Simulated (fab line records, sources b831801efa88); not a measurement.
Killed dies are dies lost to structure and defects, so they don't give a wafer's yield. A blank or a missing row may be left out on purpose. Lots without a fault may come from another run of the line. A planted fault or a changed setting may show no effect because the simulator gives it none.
Tool commonality check | flow sky130 | 12 lots, 34 wafers sampled

WHY IT WAS OPENED
At SKY_SD_N_RS_MEAS_16 the reading SD_N_RS is flagged on 3 of 12 lots. Wafers without a fault read 68.60 ohm/sq, standard deviation 0.11.
Rule: a lot is flagged when every wafer of it that has a number lies more than 4 standard deviations from that mean, or none has a number. The other lots count as sound.

lot  | measured     | on            | SD_N_RS (ohm/sq), wafer by wafer | flag
L741 | day 29 03:30 | film_metro-01 | 68.62 68.56 68.78                |
L743 | day 29 20:23 | film_metro-01 | 68.55 68.55 68.65                |
L746 | day 30 20:31 | film_metro-03 | 71.14 71.19 71.17                | FLAGGED
L747 | day 31 07:28 | film_metro-01 | 71.34 71.43 71.30                | FLAGGED
L750 | day 31 18:37 | film_metro-03 | 71.10 71.26 71.11                | FLAGGED
L753 | day 33 05:59 | film_metro-02 | 68.48 68.54                      |
L755 | day 33 11:19 | film_metro-01 | 68.68 68.63 68.64                |
L757 | day 34 09:25 | film_metro-01 | 68.59 68.69 68.63                |
L758 | day 34 19:41 | film_metro-01 | 68.45 68.56 68.37                |
L759 | day 35 01:36 | film_metro-03 | 68.37 68.35 68.57                |
L760 | day 35 04:45 | film_metro-01 | 68.62 68.76 68.62                |
L762 | day 35 12:02 | film_metro-03 | 68.59 68.52                      |
The numbers of the flagged lots are 71.23 ohm/sq on average: +2.63 ohm/sq against the usual, or +24 standard deviations.

WHICH TOOL RAN EACH LOT
The record holds 1 process step before the reading, out of a route of 708 steps. In each cell: the tool, then ch and the chambers that the sampled wafers went through, then the start.
lot  | flag    | SKY_SD_N_RTA_14
L741 |         | rtp_anneal-02 ch 0, day 29 03:20
L743 |         | rtp_anneal-01 ch 0, day 29 20:11
L746 | FLAGGED | rtp_anneal-02 ch 0, day 30 20:21
L747 | FLAGGED | rtp_anneal-02 ch 0, day 31 07:18
L750 | FLAGGED | rtp_anneal-02 ch 0, day 31 18:26
L753 |         | rtp_anneal-01 ch 0, day 33 05:49
L755 |         | rtp_anneal-01 ch 0, day 33 11:09
L757 |         | rtp_anneal-01 ch 0, day 34 09:14
L758 |         | rtp_anneal-02 ch 0, day 34 19:30
L759 |         | rtp_anneal-01 ch 0, day 35 01:17
L760 |         | rtp_anneal-02 ch 0, day 35 04:35
L762 |         | rtp_anneal-02 ch 0, day 35 11:50
What these steps do:
- SKY_SD_N_RTA_14: time 2 s.
- SKY_SD_N_RS_MEAS_16: measures by four-point-probe.

FLAGGED OVER TOTAL, TOOL BY TOOL (the gauges that took the reading come last)
step                | tool          | lots run | flagged | share of the flagged lots | sound lots run after its first flagged lot
SKY_SD_N_RTA_14     | rtp_anneal-01 | 5        | 0       | none                      | -
SKY_SD_N_RTA_14     | rtp_anneal-02 | 7        | 3       | all                       | 3 (L758,L760,L762)
SKY_SD_N_RS_MEAS_16 | film_metro-01 | 7        | 1       | some                      | 4 (L755,L757,L758,L760)
SKY_SD_N_RS_MEAS_16 | film_metro-02 | 1        | 0       | none                      | -
SKY_SD_N_RS_MEAS_16 | film_metro-03 | 4        | 2       | some                      | 2 (L759,L762)

WHAT THE TABLE ALLOWS
1 row of the table ran every flagged lot: rtp_anneal-02 at SKY_SD_N_RTA_14.
- rtp_anneal-02 at SKY_SD_N_RTA_14: 3 of its 7 lots flagged. Sound lots ran on it after the first flagged one (L758, L760, L762), which a lasting fault on the whole tool wouldn't allow.
No row of the table ran every flagged lot and no sound lot after the first.

WHAT THE SIMULATOR HAD PUT IN
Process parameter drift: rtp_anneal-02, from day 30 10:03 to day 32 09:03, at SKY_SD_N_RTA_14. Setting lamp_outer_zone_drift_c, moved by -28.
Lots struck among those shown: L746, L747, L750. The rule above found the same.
